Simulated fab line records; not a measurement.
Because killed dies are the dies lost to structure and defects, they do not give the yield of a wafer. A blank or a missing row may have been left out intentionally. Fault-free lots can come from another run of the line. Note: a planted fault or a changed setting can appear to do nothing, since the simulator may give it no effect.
What tool caused it?	flow sky130	Sampling: 24 lots, 72 wafers, 4 of 708 route steps

WHAT THE GAUGES SHOWED, per wafer
SKY_VIA2_THK_MEAS_01.
lot	measured	on	VIA2_HDPCVD_THK (nm)
L074	day 35 02:03	filmMetro-04	1184 1169 1178
L075	day 35 04:02	filmMetro-03	1173 1165 1177
L076	day 35 14:43	filmMetro-03	1180 1187 1180
L077	day 36 01:06	filmMetro-04	1172 1175 1170
L078	day 36 01:49	filmMetro-01	1190 1179 1191
L079	day 37 01:29	filmMetro-03	1188 1160 1172
L080	day 37 09:19	filmMetro-04	1171 1166 1185
L082	day 37 21:59	filmMetro-03	1185 1183 1200
L083	day 38 03:02	filmMetro-04	1191 1194 1191
L084	day 38 19:17	filmMetro-01	1185 1197 1194
L081	day 38 20:26	filmMetro-04	1183 1176 1177
L085	day 38 20:57	filmMetro-01	1193 1203 1204
L086	day 39 06:49	filmMetro-04	1191 1167 1191
L087	day 39 06:59	filmMetro-03	1190 1171 1175
L088	day 39 16:38	filmMetro-01	1182 1179 1173
L089	day 40 01:50	filmMetro-03	1170 1179 1186
L090	day 40 08:30	filmMetro-04	1194 1202 1168
L091	day 40 10:37	filmMetro-01	1201 1175 1186
L092	day 40 18:59	filmMetro-01	1186 1191 1164
L093	day 41 09:23	filmMetro-03	1182 1187 1166
L094	day 41 10:38	filmMetro-01	1190 1182 1181
L095	day 41 12:29	filmMetro-03	1184 1174 1178
L096	day 41 17:59	filmMetro-04	1189 1194 1186
L097	day 42 05:50	filmMetro-04	1176 1161 1175

WHICH TOOL RAN EACH LOT (tool, then ch and the chambers of the sampled wafers, then the start)
lot	SKY_METAL2_SPUTTER_00	SKY_METAL2_DESCUM_17	SKY_METAL2_ETCH_18
L074	pvdSputter-04, day 33 22:52	rieMetal-02 ch 1, day 35 01:07	rieMetal-02 ch 1, day 35 01:09
L075	pvdSputter-04, day 34 01:04	rieMetal-02 ch 0,1, day 35 03:06	rieMetal-02 ch 0,1, day 35 03:08
L076	pvdSputter-04, day 34 11:47	rieMetal-03 ch 0,1, day 35 13:44	rieMetal-03 ch 0,1, day 35 13:46
L077	pvdSputter-01, day 34 21:22	rieMetal-03 ch 0,1, day 36 00:11	rieMetal-03 ch 0,1, day 36 00:13
L078	pvdSputter-03, day 34 22:29	rieMetal-02 ch 0, day 36 00:50	rieMetal-02 ch 0, day 36 00:52
L079	pvdSputter-01, day 35 22:51	rieMetal-02 ch 0,1, day 37 00:29	rieMetal-02 ch 0,1, day 37 00:31
L080	pvdSputter-01, day 36 06:02	rieMetal-01 ch 0,1, day 37 08:18	rieMetal-01 ch 0,1, day 37 08:21
L082	pvdSputter-04, day 36 18:49	rieMetal-02 ch 0,1, day 37 21:02	rieMetal-02 ch 0,1, day 37 21:04
L083	pvdSputter-03, day 36 23:48	rieMetal-02 ch 0,1, day 38 02:07	rieMetal-02 ch 0,1, day 38 02:09
L084	pvdSputter-04, day 37 16:53	rieMetal-03 ch 0,1, day 38 18:23	rieMetal-03 ch 0,1, day 38 18:25
L081	pvdSputter-01, day 37 18:10	rieMetal-02 ch 0,1, day 38 19:32	rieMetal-02 ch 0,1, day 38 19:34
L085	pvdSputter-03, day 37 18:28	rieMetal-01 ch 0,1, day 38 20:02	rieMetal-01 ch 0,1, day 38 20:04
L086	pvdSputter-01, day 38 04:31	rieMetal-03 ch 0,1, day 39 05:52	rieMetal-03 ch 0,1, day 39 05:54
L087	pvdSputter-03, day 38 05:01	rieMetal-01 ch 0,1, day 39 06:03	rieMetal-01 ch 0,1, day 39 06:05
L088	pvdSputter-04, day 38 14:35	rieMetal-02 ch 0,1, day 39 15:14	rieMetal-02 ch 0,1, day 39 15:16
L089	pvdSputter-03, day 38 23:51	rieMetal-01 ch 0, day 40 00:50	rieMetal-01 ch 0, day 40 00:52
L090	pvdSputter-03, day 39 06:29	rieMetal-03 ch 0, day 40 07:11	rieMetal-03 ch 0, day 40 07:13
L091	pvdSputter-03, day 39 09:36	rieMetal-03 ch 0,1, day 40 09:43	rieMetal-03 ch 0,1, day 40 09:45
L092	pvdSputter-01, day 39 17:31	rieMetal-01 ch 0,1, day 40 18:02	rieMetal-01 ch 0,1, day 40 18:04
L093	pvdSputter-03, day 40 07:57	rieMetal-01 ch 0,1, day 41 08:29	rieMetal-01 ch 0,1, day 41 08:31
L094	pvdSputter-01, day 40 09:43	rieMetal-01 ch 0,1, day 41 09:42	rieMetal-01 ch 0,1, day 41 09:45
L095	pvdSputter-04, day 40 10:49	rieMetal-02 ch 0,1, day 41 11:34	rieMetal-02 ch 0,1, day 41 11:36
L096	pvdSputter-01, day 40 17:05	rieMetal-03 ch 0,1, day 41 17:05	rieMetal-03 ch 0,1, day 41 17:07
L097	pvdSputter-03, day 41 05:05	rieMetal-02 ch 0,1, day 42 04:55	rieMetal-02 ch 0,1, day 42 04:57
- SKY_METAL2_SPUTTER_00: material Ti, target thk 15 nm, time 10 s.
- SKY_METAL2_DESCUM_17: chemistry O2, time 8 s.
- SKY_METAL2_ETCH_18: etches BARC in N2/H2, stops on SiO2, time 45.9 s, target depth 60 nm.

AS READ BY THE TOOLS THEMSELVES (means over the sampled wafers that have a number; for cases with no such wafer, the mark the record gives instead)
SKY_METAL2_SPUTTER_00.
lot	tool	throttleValvePct (%)
L074	pvdSputter-04	29.5
L075	pvdSputter-04	30.6
L076	pvdSputter-04	30.5
L077	pvdSputter-01	30.2
L078	pvdSputter-03	30.0
L079	pvdSputter-01	29.6
L080	pvdSputter-01	30.0
L082	pvdSputter-04	30.0
L083	pvdSputter-03	30.0
L084	pvdSputter-04	30.5
L081	pvdSputter-01	30.2
L085	pvdSputter-03	30.0
L086	pvdSputter-01	29.1
L087	pvdSputter-03	29.5
L088	pvdSputter-04	30.4
L089	pvdSputter-03	29.9
L090	pvdSputter-03	30.3
L091	pvdSputter-03	29.9
L092	pvdSputter-01	29.9
L093	pvdSputter-03	29.8
L094	pvdSputter-01	29.2
L095	pvdSputter-04	30.2
L096	pvdSputter-01	30.8
L097	pvdSputter-03	29.9

SKY_METAL2_DESCUM_17.
lot	tool	drypumpMotorCurrentA (A)	heBacksideLeakSccm (sccm)	oesProductAu (a.u.)
L074	rieMetal-02	5.84	3.46	0.997
L075	rieMetal-02	5.77	3.39	1.006
L076	rieMetal-03	5.97	3.22	0.995
L077	rieMetal-03	6.03	3.33	0.991
L078	rieMetal-02	5.61	3.35	1.009
L079	rieMetal-02	5.70	3.43	1.011
L080	rieMetal-01	5.93	3.53	1.000
L082	rieMetal-02	5.77	3.37	0.997
L083	rieMetal-02	5.77	3.40	0.995
L084	rieMetal-03	5.97	3.34	0.993
L081	rieMetal-02	5.77	3.40	1.000
L085	rieMetal-01	5.73	3.27	1.002
L086	rieMetal-03	6.02	3.36	0.991
L087	rieMetal-01	5.92	3.41	0.993
L088	rieMetal-02	5.68	3.38	1.004
L089	rieMetal-01	5.49	3.35	1.003
L090	rieMetal-03	6.06	3.45	0.990
L091	rieMetal-03	6.02	3.20	0.982
L092	rieMetal-01	5.69	3.43	1.006
L093	rieMetal-01	5.94	3.42	1.002
L094	rieMetal-01	5.92	3.51	0.998
L095	rieMetal-02	5.76	3.44	0.999
L096	rieMetal-03	5.96	3.21	0.995
L097	rieMetal-02	5.68	3.53	1.004

SKY_METAL2_ETCH_18.
lot	tool	biasW (W)	drypumpMotorCurrentA (A)	heBacksideLeakSccm (sccm)	oesProductAu (a.u.)	throttleValvePct (%)
L074	rieMetal-02	99.92	5.83	3.36	0.856	13.223
L075	rieMetal-02	99.85	5.81	3.30	0.856	13.218
L076	rieMetal-03	99.99	6.00	3.26	0.854	13.220
L077	rieMetal-03	99.98	6.03	3.42	0.853	13.230
L078	rieMetal-02	100.00	5.64	3.39	0.855	13.229
L079	rieMetal-02	100.21	5.70	3.44	0.860	13.230
L080	rieMetal-01	99.75	5.93	3.43	0.858	13.217
L082	rieMetal-02	99.85	5.77	3.33	0.853	13.226
L083	rieMetal-02	100.32	5.78	3.39	0.855	13.210
L084	rieMetal-03	100.11	6.01	3.43	0.854	13.228
L081	rieMetal-02	100.11	5.78	3.34	0.851	13.224
L085	rieMetal-01	100.06	5.71	3.46	0.859	13.221
L086	rieMetal-03	100.11	6.01	3.20	0.856	13.218
L087	rieMetal-01	100.16	5.96	3.49	0.857	13.231
L088	rieMetal-02	99.85	5.71	3.39	0.854	13.227
L089	rieMetal-01	100.21	5.47	3.28	0.850	13.230
L090	rieMetal-03	100.04	6.07	3.14	0.853	13.230
L091	rieMetal-03	100.13	6.03	3.28	0.856	13.226
L092	rieMetal-01	99.82	5.71	3.35	0.854	13.226
L093	rieMetal-01	100.27	5.95	3.37	0.855	13.221
L094	rieMetal-01	100.21	5.93	3.41	0.857	13.222
L095	rieMetal-02	99.69	5.77	3.36	0.855	13.223
L096	rieMetal-03	100.14	6.01	3.39	0.855	13.215
L097	rieMetal-02	99.93	5.69	3.43	0.854	13.226

THE ANSWER, worked out from the rows above alone
Rule: the usual values come from the lots themselves. The widest of any qualifying gaps counts: lots, ordered by their means at a reading, are off when they make up no more than a third of the lots, leave a main group of 4 or more, and stand apart from it by 3 or more times the standard deviation of that group's means. A main group whose means are all the same, to the digits that the tables above print for the reading, isn't used. A lot without any number at a reading at which 4 lots or more have one is off too. Any other lot the step has rows for is counted as sound. After the gauges, taken in route order, come the tools' own readings; for these a lot's mean is taken, as printed above. The first step at which some lot is off is used, and at that step the reading that is off furthest; a lot without a number counts as furthest.
None of the lots is off at any reading shown; this tells nothing.

WHAT WAS PUT IN BY THE SIMULATOR
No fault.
